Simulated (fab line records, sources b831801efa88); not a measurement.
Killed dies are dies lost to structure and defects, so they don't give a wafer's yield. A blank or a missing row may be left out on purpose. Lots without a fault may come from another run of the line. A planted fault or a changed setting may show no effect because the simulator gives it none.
One fault seen from 2 desks | flow sfq_line | each desk has only its own numbers; what lay behind them comes last

THE TOOL OWNER'S DESK: pvd_sputter-03
The tool's own readings at SFQ_TRILAYER_L0_DEP_SPUTTER_003 (material MoNx KI, target thk 40 nm, time 100 s): means of the sampled wafers that have a number, for each lot that ran on this tool. A lot is out of limits, marked OUT, if its mean lies more than 4 standard deviations from the usual mean; the brackets give that distance.
Columns: A = throttle_valve_pct at SFQ_TRILAYER_L0_DEP_SPUTTER_003, usual 29.4 %
lot  | first seen here | A
L774 | day 1 22:29     | 29.2
L779 | day 2 23:29     | 29.6
L785 | day 4 05:29     | 29.7
L787 | day 4 15:29     | 29.2
This desk's finding: nothing out of limits on any of the 4 lots.

THE METROLOGY DESK
What the gauges read, lot by lot, whatever tool the lot ran on: means of the sampled wafers that have a number. A lot is out of limits, marked OUT, if its mean lies more than 4 standard deviations from the usual mean; the brackets give that distance.
Columns: A = L0_MONX_KI_RS at SFQ_L0_RS_MEAS_901, usual 43.8 ohm/sq; B = L0_MONX_KI_THK at SFQ_L0_THK_MEAS_902, usual 39.8 nm; C = M2_OVL at SFQ_M2_OVL_MEAS_916, usual 1 nm; D = I3_OVL at SFQ_I3_OVL_MEAS_923, usual -1 nm
lot  | first seen here | A               | B               | C   | D
L773 | day 1 17:35     | 42.9            | 40.7            | -8  | -4
L774 | day 1 22:34     | 44.0            | 39.7            | 4   | -1
L775 | day 2 03:34     | 44.1            | 39.4            | 1   | -8
L776 | day 2 08:34     | 43.8            | 39.8            | 4   | 4
L777 | day 2 13:34     | 44.1            | 39.7            | 4   | 4
L779 | day 2 23:34     | 43.8            | 39.6            | 2   | -4
L785 | day 4 05:35     | 39.0 (-7.9) OUT | 45.2 (+9.6) OUT | -1  | 6
L787 | day 4 15:35     | 38.5 (-8.9) OUT | 45.5 (+10) OUT  | 8   | -9
L790 | day 5 06:34     | 43.5            | 39.8            | 4   | -7
L791 | day 5 11:36     | 44.3            | 39.4            | -12 | -5
L792 | day 5 16:34     | 44.5            | 39.3            | 5   | -0
L793 | day 5 21:34     | 43.8            | 39.6            | -1  | -9
L794 | day 6 02:35     | 44.6            | 39.3            | 7   | 3
L795 | day 6 07:35     | 44.0            | 39.4            | 3   | -5
This desk's finding: out of limits on L785, L787; first on L785, day 4 05:35 (L0_MONX_KI_RS at SFQ_L0_RS_MEAS_901). In limits: L773, L774, L775, L776, L777, L779, L790, L791, L792, L793, L794, L795.

PUT TOGETHER
The metrology desk could have raised an alarm at day 4 05:35, on L785, L787.
The tool owner's desk saw nothing out of limits.
The tool owner's desk has L785, L787 on record, within its limits.
Of the lots named, all ran SFQ_TRILAYER_L0_DEP_SPUTTER_003 on pvd_sputter-03.

WHAT THE SIMULATOR HAD PUT IN
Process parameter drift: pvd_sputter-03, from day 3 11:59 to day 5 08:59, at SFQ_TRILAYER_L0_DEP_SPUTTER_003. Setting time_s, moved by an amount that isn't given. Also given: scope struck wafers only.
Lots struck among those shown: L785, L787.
Hours from the fault's start to each desk's first reading out of limits: the metrology desk, 18.
